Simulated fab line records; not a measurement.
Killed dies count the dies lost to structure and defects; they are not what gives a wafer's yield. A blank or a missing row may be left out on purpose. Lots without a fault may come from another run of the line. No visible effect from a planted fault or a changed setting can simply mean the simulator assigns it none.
Struck lot and sound lot, side by side -- flow sky130 -- 17 out of 708 route steps
Sound: wafers L751.2, L751.3, L751.6. Wafers L762.2, L762.3, L762.5 were the ones struck. The cause is named last.
Each step with rows lists, per side, the tool, then ch with its chambers, then its first start. Under that, the readings that differ: sound wafers -- struck wafers -- difference of the means -- sigmas: that difference in standard deviations of wafers without a fault.
alike: readings whose means differ by less than 2 such deviations, and words and numbers that are the same on both sides. not compared: withheld readings, readings that some wafer has no value for, bounds like >300 that may hide the same value, and numbers for which the record gives no deviation and whose values overlap.
The two part at a step that has a row with sigmas, a row that says differs or no value, or rows on one side only. Non-overlapping numbers with no deviation appear without sigmas and do not part them. Lack of a reading on every wafer of one side parts them only where that side has two or more wafers.

SKY_VT_ADJUST_LVTN_OVL_MEAS_07:
  sound: overlay-01 at day 6 23:07; struck: overlay-02 at day 10 04:28
  alike: VT_ADJUST_LVTN_OVL
then, 1 step without rows for these wafers: SKY_VT_ADJUST_LVTN_IMPLANT_08.
SKY_VT_ADJUST_LVTN_STRIP_09: strips in O2/N2.
  sound on plasma-asher-04 ch 0,1, day 6 23:17; struck on plasma-asher-02 ch 0,1, day 10 04:39
  alike: chamber-pressure-mTorr, drypump-motor-current-A, oes-product-au, strip-time-to-endpoint-s
  not compared: rf-hours-counter-h
SKY_VT_ADJUST_LVTN_TW_MEAS_10:
  sound: film-metro-03 at day 6 23:24; struck: film-metro-03 at day 10 04:46
  alike: VT_ADJUST_LVTN_TW
then, 7 steps without rows for these wafers: SKY_VT_ADJUST_LVTN_DEHYDRATE_11 (time 60 s); SKY_VT_ADJUST_LVTN_HMDS_12 (prime time 60 s); SKY_VT_ADJUST_LVTN_COAT_13 (resist thk 1140 nm); SKY_VT_ADJUST_LVTN_SOFTBAKE_14 (time 60 s); SKY_VT_ADJUST_LVTN_EXPOSE_15 (exposes mask HVN STD DERIVED, target cd 600 nm); SKY_VT_ADJUST_LVTN_PEB_16; SKY_VT_ADJUST_LVTN_DEVELOP_17 (develop time 60 s).
SKY_VT_ADJUST_LVTN_OVL_MEAS_18:
  sound: overlay-01 at day 7 19:01; struck: overlay-01 at day 11 03:25
  alike: VT_ADJUST_LVTN_01_OVL
SKY_VT_ADJUST_LVTN_IMPLANT_19:
  sound on implanter-02 ch 0, day 7 19:04; struck on implanter-03 ch 0, day 11 03:28
reading,sound,struck,difference,sigmas
beam-energy-keV,29.992 29.991 29.989,26.757 26.755 26.766,-3.231,-99 or more
model.implant.rp-nm (nm),100.4 100.4 100.4,87.09 87.09 87.09,-13.31,
model.implant.drp-nm (nm),42.97 42.97 42.97,38.5 38.5 38.5,-4.5,
  alike: dose-ions-cm2
SKY_VT_ADJUST_LVTN_STRIP_20: strips in O2/N2.
  sound on plasma-asher-01 ch 1, day 7 19:11; struck on plasma-asher-01 ch 0,1, day 11 03:35
  alike: chamber-pressure-mTorr, drypump-motor-current-A, oes-product-au, strip-time-to-endpoint-s
  not compared: rf-hours-counter-h
SKY_VT_ADJUST_LVTN_TW_MEAS_21:
  sound: film-metro-03 at day 7 19:18; struck: film-metro-03 at day 11 03:42
reading,sound,struck,difference,sigmas
VT_ADJUST_LVTN_2_TW,186.5 186.5 187.0,182.9 183.0 183.4,-3.6,-4
then, 2 steps without rows for these wafers: SKY_VT_ADJUST_NCORE_DEHYDRATE_00 (time 60 s); SKY_PAD_OPEN_PROBE_99.

## WHERE THEY PART
Earliest at SKY_VT_ADJUST_LVTN_IMPLANT_19; latest, in this record, at SKY_VT_ADJUST_LVTN_TW_MEAS_21.

WHY: what the simulator had put in
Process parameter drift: implanter-03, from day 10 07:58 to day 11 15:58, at SKY_VT_ADJUST_LVTN_IMPLANT_19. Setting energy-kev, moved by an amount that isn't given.
